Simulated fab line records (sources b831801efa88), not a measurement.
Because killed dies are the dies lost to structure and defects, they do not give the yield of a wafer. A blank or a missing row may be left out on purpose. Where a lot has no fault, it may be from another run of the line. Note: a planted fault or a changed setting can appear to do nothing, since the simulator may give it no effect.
Chamber matching -- flow sky130 -- 4 sister chambers for SKY_LI_CONTACT_CMP_02 on cmp-02
The step polishes PSG. 4 wafers are shown with their chamber, then 9 later ones without.

WAFERS WITH THEIR CHAMBER
wafer,chamber,motor-current-A (A)
L234.6,2,12.2
L247.1,1,13.6
L247.2,0,12.2
L247.6,3,10.5

WAFERS WITHOUT THEIR CHAMBER
wafer,motor-current-A (A)
L248.2,13.8
L248.5,13.3
L248.6,12.1
L250.1,13.8
L250.2,10.3
L250.4,12.5
L253.1,12.2
L253.4,12.5
L253.5,11.4

WHICH CHAMBER EACH WENT THROUGH
wafer,from the rows above,in truth
L248.2,1,1
L248.5,1,1
L248.6,can't be placed: 0 or 2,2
L250.1,1,1
L250.2,3,3
L250.4,can't be placed: 0 or 2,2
L253.1,can't be placed: 0 or 2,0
L253.4,can't be placed: 0 or 2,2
L253.5,can't be placed: 0 or 2 or 3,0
Correct placement for 4 of the 9. Can't be placed from these rows: 5 (the true chamber is among the candidates in 5). 0 placed wrongly.
How it was worked out, from the rows above alone: a wafer's distance from a chamber is the root of the sum, over the readings, of the square of ((its reading less the chamber's mean) divided by the reading's scatter). If the next closest chamber is less than 2 further off than the closest, the wafer can't be placed; otherwise it belongs to the closest. The mean given for a chamber averages the wafers shown for that chamber. The scatter (one wafer shown for each chamber): square how far every hidden wafer sits from the nearest shown wafer, average those squares and take the square root.
